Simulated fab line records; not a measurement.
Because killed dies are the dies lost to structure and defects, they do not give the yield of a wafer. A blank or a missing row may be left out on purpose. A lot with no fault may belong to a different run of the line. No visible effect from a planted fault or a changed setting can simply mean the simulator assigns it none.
Which tool was responsible?	flow sky130	at 1 step of a route of 708, 6 lots with 18 wafers sampled

== WHAT THE GAUGES SHOWED, per wafer ==
SKY_PWDE_OVL_MEAS_07.
lot	measured	on	PWDE_OVL (nm)
L413	day 4 06:27	overlay-02	-0.2 0.8 0.6
L416	day 4 18:21	overlay-01	-2.1 -2.2 -2.9
L426	day 7 05:53	overlay-01	-0.5 2.3 2.7
L428	day 7 15:06	overlay-02	-0.1 0.8 0.8
L430	day 8 00:04	overlay-02	0.3 -0.9 0.0
L433	day 8 21:23	overlay-02	1.5 2.8 0.4

== TOOL THAT RAN EACH LOT (tool first, then ch and the chambers of the sampled wafers, then the start) ==
No process step before these readings appears in the record.

== THE ANSWER, worked out from the rows above alone ==
Rule: the lots themselves supply what counts as usual. Put in order of their means at a reading, lots are off if they are a third of the lots or fewer, leave a main group of 4 or more, and stand apart from it by a gap of 3 or more times the standard deviation of the main group's means; of several such gaps the widest counts. The tables above print the reading to a certain number of digits; a main group whose means all agree to those digits is not used. A lot without any number at a reading at which 4 lots or more have one is off too. All remaining lots with rows at the step are treated as sound.
Off: L416, seen at SKY_PWDE_OVL_MEAS_07 (PWDE_OVL). The main group has a mean of 0.8 nm with a standard deviation of 0.68.
If a tool, at a process step before that reading, ran all the lots that are off and no sound lot after the first of them, it fits. Those tools and the gauges at SKY_PWDE_OVL_MEAS_07 are tried in the same way. Of those tried, none fits.

== WHAT THE SIMULATOR HAD INSERTED ==
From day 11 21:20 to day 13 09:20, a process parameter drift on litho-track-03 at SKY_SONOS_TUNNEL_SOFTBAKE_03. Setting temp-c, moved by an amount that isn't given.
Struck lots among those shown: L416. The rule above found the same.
